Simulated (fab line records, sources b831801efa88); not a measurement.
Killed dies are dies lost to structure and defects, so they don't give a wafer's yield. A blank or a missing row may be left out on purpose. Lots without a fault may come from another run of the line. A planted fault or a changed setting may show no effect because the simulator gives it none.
Which tool did it? | flow sky130 | 11 lots, 30 wafers sampled, at 2 steps of a route of 708

WHAT THE GAUGES READ, wafer by wafer
SKY_METAL2_RS_MEAS_05: measures by four-point-probe.
lot  | measured     | on            | METAL2_ALCU_RS (ohm/sq)
L349 | day 33 23:10 | film_metro-01 | 0.1271 0.1273 0.1279
L350 | day 34 07:21 | film_metro-03 | 0.1279 0.1274 0.1278
L358 | day 36 17:34 | film_metro-03 | 0.1550 0.1272
L359 | day 37 04:56 | film_metro-01 | 0.1571 0.1284
L360 | day 37 14:04 | film_metro-02 | 0.1537 0.1267
L362 | day 38 03:10 | film_metro-03 | 0.1297 0.1293 0.1294
L364 | day 38 15:02 | film_metro-01 | 0.1275 0.1263 0.1268
L365 | day 39 01:29 | film_metro-03 | 0.1272 0.1282 0.1284
L367 | day 39 13:44 | film_metro-03 | 0.1262 0.1267 0.1265
L369 | day 40 01:46 | film_metro-02 | 0.1268 0.1275 0.1262
L372 | day 40 16:57 | film_metro-01 | 0.1287 0.1271 0.1276

WHICH TOOL RAN EACH LOT (tool, then ch and the chambers of the sampled wafers, then the start)
lot  | SKY_METAL2_SPUTTER_02
L349 | pvd_sputter-02, day 33 23:05
L350 | pvd_sputter-01, day 34 07:14
L358 | pvd_sputter-01, day 36 17:28
L359 | pvd_sputter-01, day 37 04:51
L360 | pvd_sputter-01, day 37 13:59
L362 | pvd_sputter-04, day 38 03:03
L364 | pvd_sputter-04, day 38 14:56
L365 | pvd_sputter-02, day 39 01:21
L367 | pvd_sputter-04, day 39 13:38
L369 | pvd_sputter-04, day 40 01:40
L372 | pvd_sputter-01, day 40 16:51
- SKY_METAL2_SPUTTER_02: material AlCu, target thk 250 nm, time 13.3 s.

THE ANSWER, worked out from the rows above alone
Rule: what is usual is taken from the lots themselves. Put in order of their means at a reading, lots are off if they are a third of the lots or fewer, leave a main group of 4 or more, and stand apart from it by a gap of 3 or more times the standard deviation of the main group's means; of several such gaps the widest counts. A main group whose means are all the same, to the digits that the tables above print for the reading, isn't used. A lot without any number at a reading at which 4 lots or more have one is off too. The other lots that the step has rows for count as sound.
Off: L358, L359, L360, at SKY_METAL2_RS_MEAS_05 (METAL2_ALCU_RS). The main group: mean 0.1276 ohm/sq, standard deviation 0.00087.
A tool fits if, at a process step before that reading, it ran every lot that is off, and no sound lot after the first of them. The gauges at SKY_METAL2_RS_MEAS_05 are tried like those tools. None of those tried fits.

WHAT THE SIMULATOR HAD PUT IN
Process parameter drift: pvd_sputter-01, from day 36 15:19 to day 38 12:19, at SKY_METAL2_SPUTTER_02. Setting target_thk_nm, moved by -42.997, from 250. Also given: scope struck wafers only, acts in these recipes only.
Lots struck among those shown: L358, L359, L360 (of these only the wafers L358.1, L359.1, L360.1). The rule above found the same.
